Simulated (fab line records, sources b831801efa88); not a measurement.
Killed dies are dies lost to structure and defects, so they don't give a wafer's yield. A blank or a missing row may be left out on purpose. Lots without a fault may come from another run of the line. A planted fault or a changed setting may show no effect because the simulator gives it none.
One fault seen from 2 desks | flow sky130 | each desk has only its own numbers; what lay behind them comes last

THE METROLOGY DESK
What the gauges read, lot by lot, whatever tool the lot ran on: means of the sampled wafers that have a number. A lot is out of limits, marked OUT, if its mean lies more than 4 standard deviations from the usual mean; the brackets give that distance.
Columns: A = METAL1_ALCU_THK at SKY_METAL1_THK_MEAS_06, usual 253 nm; B = METAL2_ALCU_RS at SKY_METAL2_RS_MEAS_05, usual 0.1266 ohm/sq; C = METAL2_ALCU_THK at SKY_METAL2_THK_MEAS_06, usual 251 nm
lot  | first seen here | A   | B      | C
L737 | day 31 22:59    | 252 | 0.1261 | 252
L738 | day 32 09:11    | 254 | 0.1266 | 252
L744 | day 35 11:13    | 255 | 0.1274 | 245
L748 | day 36 06:39    | 245 | 0.1255 | 253
L750 | day 37 03:14    | 253 | 0.1256 | 252
L751 | day 37 06:14    | 258 | 0.1251 | 252
L752 | day 37 07:08    | 253 | 0.1272 | 250
L754 | day 37 14:22    | 259 | 0.1256 | 254
L757 | day 38 14:17    | 251 | 0.1263 | 252
L758 | day 38 21:09    | 250 | 0.1271 | 252
This desk's finding: nothing out of limits on any of the 10 lots.

THE TOOL OWNER'S DESK: pvd_sputter-02
The tool's own readings at SKY_METAL2_SPUTTER_04 (material TiN, target thk 70 nm, time 58.3 s): means of the sampled wafers that have a number, for each lot that ran on this tool. A lot is out of limits, marked OUT, if its mean lies more than 4 standard deviations from the usual mean; the brackets give that distance.
Columns: A = throttle_valve_pct at SKY_METAL2_SPUTTER_04, usual 30.2 %
lot  | first seen here | A
L737 | day 34 07:32    | 30.0
L738 | day 34 19:26    | 29.9
L744 | day 37 18:24    | 30.3
This desk's finding: nothing out of limits on any of the 3 lots.

PUT TOGETHER
The metrology desk saw nothing out of limits.
The tool owner's desk saw nothing out of limits.

WHAT THE SIMULATOR HAD PUT IN
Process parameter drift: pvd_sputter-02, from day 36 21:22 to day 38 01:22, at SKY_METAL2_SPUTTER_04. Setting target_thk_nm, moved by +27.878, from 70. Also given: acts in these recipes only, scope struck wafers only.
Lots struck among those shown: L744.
